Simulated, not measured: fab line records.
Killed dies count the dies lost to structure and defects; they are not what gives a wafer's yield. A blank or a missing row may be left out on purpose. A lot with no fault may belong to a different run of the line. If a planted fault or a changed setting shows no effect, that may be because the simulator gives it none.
A lot that was struck, set against a sound lot / flow sky130 / 19 out of 708 route steps
Sound: these wafers, L451.2, L451.4, L451.5. Struck: wafers L447.1, L447.2, L447.5. The cause comes at the end.
For every step that has rows: the tool of each side, followed by ch and its chambers, followed by its first start. Under that, the readings that differ: sound wafers / struck wafers / difference of the means / sigmas: that difference in standard deviations of wafers without a fault.
alike: words and numbers the same on both sides, and readings whose means are apart by under 2 such deviations; not compared: readings that were withheld, readings missing a value for some wafer, numbers with overlapping values and no deviation given by the record, and bounds like >300 which may hide the same value.
A row with sigmas, a row that says differs or no value, or rows on one side alone: a step with any of these is where the two part. Numbers that have no deviation but don't overlap get no sigmas and don't part them. A reading that every wafer of one side lacks parts them only if that side has two wafers or more.

first, 8 steps without rows for these wafers: SKY_RES_XHIGH_DEHYDRATE_00 (time 60 s); SKY_RES_XHIGH_HMDS_01 (prime time 60 s); SKY_RES_XHIGH_COAT_02 (resist thk 1140 nm); SKY_RES_XHIGH_SOFTBAKE_03 (time 60 s); SKY_RES_XHIGH_EXPOSE_04 (exposes mask URPM, target cd 1270 nm); SKY_RES_XHIGH_PEB_05; SKY_RES_XHIGH_DEVELOP_06 (develop time 60 s); SKY_RES_XHIGH_IMPLANT_07.
SKY_RES_XHIGH_STRIP_08: strips in O2/N2.
  sound on plasma_asher-02 ch 0,1, day 32 19:01; struck on plasma_asher-04 ch 0,1, day 31 11:58
  alike: drypump_motor_current_A, n2_flow_sccm, oes_product_au, strip_time_to_endpoint_s
  not compared: rf_hours_counter_h
SKY_RES_XHIGH_TW_MEAS_09:
  sound on film_metro-04, day 32 19:08; struck on film_metro-02, day 31 12:04
  alike: RES_XHIGH_TW
then, 2 steps without rows for these wafers: SKY_SD_N_DEHYDRATE_00 (time 60 s); SKY_SD_N_HMDS_01 (prime time 60 s).
SKY_SD_N_COAT_02: resist thk 1140 nm.
  struck on litho_track-04, day 32 01:02; sound on litho_track-01 ch 0, day 33 08:13
  no value came back on the struck wafers for chill_plate_temp_C (C), dispense_pressure_kPa (kPa), spin_speed_rpm (rpm); on the sound wafers chill_plate_temp_C (C) reads 23.06 22.88 23.00
then, 4 steps without rows for these wafers: SKY_SD_N_SOFTBAKE_03 (time 60 s); SKY_SD_N_EXPOSE_04 (exposes mask NSDM, target cd 380 nm); SKY_SD_N_PEB_05; SKY_SD_N_DEVELOP_06 (develop time 60 s).
SKY_SD_N_CD_MEAS_07: target cd 380 nm.
  sound on cd_sem-02, day 33 21:15; struck on cd_sem-02, day 32 15:08
reading=cd_nm (nm); sound=376.9 378.4 377.3; struck=- - -; difference=no value on the struck wafers; sigmas=
SKY_SD_N_OVL_MEAS_08:
  sound on overlay-02, day 33 21:22; struck on overlay-01, day 32 15:15
reading=SD_N_OVL (nm); sound=1.5 2.6 1.9; struck=- - -; difference=no value on the struck wafers; sigmas=

## WHERE THEY PART
Last at SKY_SD_N_OVL_MEAS_08 as far as this record goes, first at SKY_SD_N_COAT_02.

WHY: what had been put in by the simulator
Entire step skipped (litho_track-04, SKY_SD_N_COAT_02), from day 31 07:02 onward. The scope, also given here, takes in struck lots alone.
